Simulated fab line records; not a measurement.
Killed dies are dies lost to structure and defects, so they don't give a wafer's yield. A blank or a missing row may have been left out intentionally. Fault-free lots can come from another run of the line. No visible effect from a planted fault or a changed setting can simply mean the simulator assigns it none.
Struck lot and sound lot, side by side :: flow sky130 :: 16 steps out of a route of 708
Sound: the wafers L162.1, L162.4, L162.6. Struck: wafer L158.3 (L158.2, L158.6, from the same lot, were not struck and are left out); the cause is given at the end.
Per side, at each step with rows, come the tool, then ch with its chambers, and then its first start. Under that, the readings that differ: sound wafers :: struck wafers :: difference of the means :: sigmas: that difference in standard deviations of wafers without a fault.
alike: same words and numbers on both sides, and readings whose means sit less than 2 such deviations apart. not compared: any withheld reading, any reading some wafer has no value for, any bound like >300 that may hide the same value, and any number with overlapping values for which the record gives no deviation.
Wherever a step has rows on one side only, a row that says differs or no value, or a row with sigmas, the two part there. Numbers that have no deviation but don't overlap get no sigmas and don't part them. A reading missing from all wafers of one side parts the sides only when that side holds two or more wafers.

first, 7 steps without rows for these wafers: SKY_METAL4_HMDS_06 (prime time 60 s); SKY_METAL4_COAT_07 (resist thk 60 nm); SKY_METAL4_COAT_08 (resist thk 1140 nm); SKY_METAL4_SOFTBAKE_09 (time 90 s); SKY_METAL4_EXPOSE_10 (exposes mask MM4, target cd 300 nm); SKY_METAL4_PEB_11; SKY_METAL4_DEVELOP_12 (develop time 60 s).
SKY_METAL4_CD_MEAS_13: target cd 300 nm.
  struck on cdSem-01, day 47 03:17; sound on cdSem-01, day 47 12:40
  alike: cdNm
SKY_METAL4_OVL_MEAS_14:
  struck on overlay-01, day 47 03:23; sound on overlay-02, day 47 12:47
  alike: METAL4_OVL
SKY_METAL4_DESCUM_15: chemistry O2, time 8 s.
  sound on rieMetal-03 ch 0,1, day 47 12:49; struck on rieMetal-03 ch 1, day 47 03:25
  alike: drypumpMotorCurrentA, oesProductAu
  not compared: rfHoursCounterH
SKY_METAL4_ETCH_16: etches BARC in N2/H2, stops on SiO2, time 88.2 s, target depth 60 nm.
  sound on rieMetal-03 ch 0,1, day 47 12:50; struck on rieMetal-03 ch 1, day 47 03:26
  alike: drypumpMotorCurrentA, n2FlowSccm, oesProductAu, throttleValvePct
  not compared: rfHoursCounterH
SKY_METAL4_ETCH_17: etches SiO2 in C4F8/O2/Ar, stops on TiN, time 3.9 s, target depth 15 nm.
  sound on rieDiel-02 ch 0,1,2, day 47 12:56; struck on rieDiel-04 ch 3, day 47 03:32
  alike: oesProductAu
  not compared: rfHoursCounterH
SKY_METAL4_METAL_ETCH_18: etches the open film in Cl2/BCl3, stops on SiO2, target depth 845 nm, time 183.1 s.
  sound on rieMetal-02 ch 0,1, day 47 12:58; struck on rieMetal-01 ch 0, day 47 03:34
reading: model.KrF-thick_of_METAL4_COAT_08.thkNm (nm)
sound: 517.5 523.4 519.6
struck: 334.1
difference: -186.1
sigmas: 

reading: model.METAL4.cdNm (nm)
sound: 289.5 286.2 293.5
struck: 274.5
difference: -15.2
sigmas: 

reading: model.SiO2_of_VIA3_HDPCVD_00.thkNm (nm)
sound: 436.4 436.3 437.3
struck: 425.8
difference: -10.9
sigmas: 
  alike: drypumpMotorCurrentA, oesProductAu, throttleValvePct
  not compared: rfHoursCounterH
SKY_METAL4_STRIP_19: strips in O2/N2.
  sound on plasmaAsher-02 ch 0,1, day 47 13:08; struck on plasmaAsher-03 ch 1, day 47 03:44
reading: oesProductAu (a.u.)
sound: 0.499 0.502 0.503
struck: 0.421
difference: -0.080
sigmas: -14

reading: stripTimeToEndpointS (s)
sound: 6.44 6.50 6.46
struck: 4.57
difference: -1.90
sigmas: -29
  alike: drypumpMotorCurrentA, n2FlowSccm
  not compared: rfHoursCounterH
then, 1 step without rows for these wafers: SKY_METAL4_STRIP_20 (strips in post etch residue remover, time 1200 s).
-- the record jumps here: 3 days lie between the struck wafers' starts before and after (it left off in module METAL4 and takes up again in module PAD_OPEN, whose first step shown is number 708 of the route) --
SKY_PAD_OPEN_PROBE_99:
  struck on prober-02, day 50 09:22; sound on prober-01, day 50 18:52
reading: killedAtOther
sound: 0 3 1
struck: 0
difference: -1
sigmas: -2

reading: model.etest.met4.widthNm (nm)
sound: 290.6 286.4 292.3
struck: 271.4
difference: -18.4
sigmas: 

reading: model.etest.met4.lineOhmUm
sound: 0.1446 0.1494 0.1449
struck: 0.158
difference: +0.012
sigmas: 
  alike: defectLimitedYield, killed_at_M0_to_M3, killed_at_M4_up, killedAtContacts, killedAtFrontEnd, killedDies, killedOpen, killedShort, sort_bin_3_pad_short, sort_bin_5_function, sort_bin_6_memory, sortNPass, sortYieldPct

WHERE THEY PART
First at SKY_METAL4_STRIP_19; last, within this record, at SKY_PAD_OPEN_PROBE_99.

WHY: what the simulator had put in
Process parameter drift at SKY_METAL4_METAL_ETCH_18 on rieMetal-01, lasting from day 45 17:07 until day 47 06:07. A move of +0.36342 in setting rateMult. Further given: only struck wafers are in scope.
